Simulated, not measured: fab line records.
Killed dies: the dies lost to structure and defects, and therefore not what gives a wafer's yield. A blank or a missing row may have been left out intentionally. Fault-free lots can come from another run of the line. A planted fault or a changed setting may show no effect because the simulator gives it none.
Struck lot and sound lot, side by side ; flow sky130 ; 36 steps out of a route of 708
Sound: the wafers L128.1, L128.2, L128.6. Wafers struck: L126.1, L126.2, L126.4. Last of all comes the cause.
At each step with rows: each side's tool, then ch and its chambers, then its first start. Under that, the readings that differ: sound wafers ; struck wafers ; difference of the means ; sigmas: that difference in standard deviations of wafers without a fault.
alike: words and numbers the same on both sides, and readings whose means are apart by under 2 such deviations; not compared: readings that were withheld, readings missing a value for some wafer, numbers with overlapping values and no deviation given by the record, and bounds like >300 which may hide the same value.
A row with sigmas, a row that says differs or no value, or rows on one side alone: a step with any of these is where the two part. Numbers that have no deviation but don't overlap get no sigmas and don't part them. A reading missing from all wafers of one side parts the sides only when that side holds two or more wafers.

first, 10 steps without rows for these wafers: SKY_POLY_CUT_ETCH_10 (etches BARC in N2/H2, stops on SiO2, time 45.9 s, target depth 60 nm); SKY_POLY_CUT_ETCH_11 (etches Si3N4 in CF4/CH2F2/Ar, stops on poly-Si, time 42.5 s, target depth 60 nm); SKY_POLY_CUT_STRIP_12 (strips in O2/N2); SKY_SD_P_DEHYDRATE_00 (time 60 s); SKY_SD_P_HMDS_01 (prime time 60 s); SKY_SD_P_COAT_02 (resist thk 1140 nm); SKY_SD_P_SOFTBAKE_03 (time 60 s); SKY_SD_P_EXPOSE_04 (exposes mask PSDM, target cd 380 nm); SKY_SD_P_PEB_05; SKY_SD_P_DEVELOP_06 (develop time 60 s).
SKY_SD_P_IMPLANT_09:
  sound on implanter-03 ch 0, day 32 21:17; struck on implanter-01 ch 0, day 32 13:42
reading;sound;struck;difference;sigmas
beamOnS (s);10.8 10.3 10.8;18.1 18.2 19.3;+7.9;+5
doseIonsCm2;2.996e+15 2.998e+15 2.997e+15;3.756e+15 3.766e+15 3.759e+15;+7.633e+14;+99 or more
SKY_SD_P_STRIP_10: strips in O2/N2.
  sound on plasmaAsher-04 ch 0,1, day 32 21:26; struck on plasmaAsher-04 ch 0,1, day 32 13:51
reading;sound;struck;difference;sigmas
stripTimeToEndpointS (s);17.51 17.43 17.42;17.95 17.90 17.97;+0.49;+11
  alike: drypumpMotorCurrentA, oesProductAu
  not compared: rfHoursCounterH
SKY_SD_P_TW_MEAS_11:
  struck on filmMetro-03, day 32 13:57; sound on filmMetro-01, day 32 21:32
reading;sound;struck;difference;sigmas
SD_P_TW;2831 2829 2825;2918 2893 2897;+74;+4
then, 21 steps without rows for these wafers: SKY_RES_XHIGH_DEHYDRATE_00 (time 60 s); SKY_RES_XHIGH_HMDS_01 (prime time 60 s); SKY_RES_XHIGH_COAT_02 (resist thk 1140 nm); SKY_RES_XHIGH_SOFTBAKE_03 (time 60 s); SKY_RES_XHIGH_EXPOSE_04 (exposes mask URPM, target cd 1270 nm); SKY_RES_XHIGH_PEB_05; SKY_RES_XHIGH_DEVELOP_06 (develop time 60 s); SKY_RES_XHIGH_IMPLANT_07; SKY_RES_XHIGH_STRIP_08 (strips in O2/N2); SKY_SD_N_DEHYDRATE_00 (time 60 s); SKY_SD_N_HMDS_01 (prime time 60 s); SKY_SD_N_COAT_02 (resist thk 1140 nm); SKY_SD_N_SOFTBAKE_03 (time 60 s); SKY_SD_N_EXPOSE_04 (exposes mask NSDM, target cd 380 nm); SKY_SD_N_PEB_05; SKY_SD_N_DEVELOP_06 (develop time 60 s); SKY_SD_N_IMPLANT_09; SKY_SD_N_IMPLANT_10; SKY_SD_N_STRIP_11 (strips in O2/N2); SKY_SD_N_CLEAN_13 (cleans in SC1/SC2, time 150 s); SKY_SD_N_RTA_14 (time 2 s).
-- the record jumps here: 2 days lie between the struck wafers' starts before and after --
SKY_SD_N_RS_MEAS_17: measures by four-point-probe.
  struck on filmMetro-02, day 34 19:52; sound on filmMetro-02, day 35 02:12
reading;sound;struck;difference;sigmas
SD_P_RS (ohm/sq);147.3 147.2 147.1;144.1 143.5 143.4;-3.5;-10
-- here the record skips 16 days between the struck wafers' starts before and after, leaving off in module SD_N and picking up in module PAD_OPEN (first step shown: number 708 of the route) --
SKY_PAD_OPEN_PROBE_99:
  struck on prober-01, day 50 14:17; sound on prober-01, day 50 19:09
reading;sound;struck;difference;sigmas
model.etest.resHighPo.lineOhmUm;751.8 743 761.7;629.1 642.2 646.3;-113.0;
model.etest.resPdiff.lineOhmUm;1380 1354 1388;1272 1285 1267;-99;
model.etest.liconHighPo.rcOhm;364.3 345.4 344.1;276.9 272.9 275;-76.3;
model.etest.liconPdiff.rcOhm;617.1 585.3 591.9;559.4 535.1 538.8;-53.7;
model.etest.resHighPo.rsOhmSq;271.3 259.8 264.6;220.2 228.7 227.1;-39.9;
model.etest.resPdiffHv.rsOhmSq;189.6 189.1 189.6;180.2 181.9 180;-8.7;
model.etest.resPdiff.rsOhmSq;197.1 195.1 195.7;187.2 186.5 186.1;-9.4;
  alike: killed_at_M0_to_M3, killed_at_M4_up, killedAtContacts, killedAtFrontEnd, killedAtOther, killedDies, killedOpen, killedShort

== WHERE THEY PART ==
Last at SKY_SD_N_RS_MEAS_17 as far as this record goes, first at SKY_SD_P_IMPLANT_09. Later steps at which nothing parts them and some readings are alike: SKY_PAD_OPEN_PROBE_99.

WHY: what the simulator had put in
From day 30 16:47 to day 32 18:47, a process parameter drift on implanter-01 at SKY_SD_P_IMPLANT_09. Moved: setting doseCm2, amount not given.
